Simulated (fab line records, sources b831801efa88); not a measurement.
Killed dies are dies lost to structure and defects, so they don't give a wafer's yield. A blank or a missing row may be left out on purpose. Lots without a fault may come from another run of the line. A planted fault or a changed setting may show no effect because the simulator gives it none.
Which tool did it? | flow sky130 | 6 lots, 18 wafers sampled, at 1 step of a route of 708

WHAT THE GAUGES READ, wafer by wafer
SKY_VT_ADJUST_NCORE_CD_MEAS_07: target cd 380 nm.
lot  | measured     | on        | cd_nm (nm)
L139 | day 9 00:31  | cd_sem-02 | 377.8 378.0 377.5
L141 | day 9 10:01  | cd_sem-01 | 380.3 383.9 379.4
L145 | day 11 01:50 | cd_sem-01 | 379.3 380.4 380.0
L150 | day 12 05:26 | cd_sem-02 | 377.1 375.7 375.8
L156 | day 14 22:13 | cd_sem-01 | 380.1 379.9 380.7
L158 | day 15 09:32 | cd_sem-02 | 373.2 375.5 377.0

WHICH TOOL RAN EACH LOT (tool, then ch and the chambers of the sampled wafers, then the start)
The record holds no process step before these readings.

THE ANSWER, worked out from the rows above alone
Rule: what is usual is taken from the lots themselves. Put in order of their means at a reading, lots are off if they are a third of the lots or fewer, leave a main group of 4 or more, and stand apart from it by a gap of 3 or more times the standard deviation of the main group's means; of several such gaps the widest counts. A main group whose means are all the same, to the digits that the tables above print for the reading, isn't used. A lot without any number at a reading at which 4 lots or more have one is off too. The other lots that the step has rows for count as sound.
No lot is off at any reading shown: from this, nothing can be told.

WHAT THE SIMULATOR HAD PUT IN
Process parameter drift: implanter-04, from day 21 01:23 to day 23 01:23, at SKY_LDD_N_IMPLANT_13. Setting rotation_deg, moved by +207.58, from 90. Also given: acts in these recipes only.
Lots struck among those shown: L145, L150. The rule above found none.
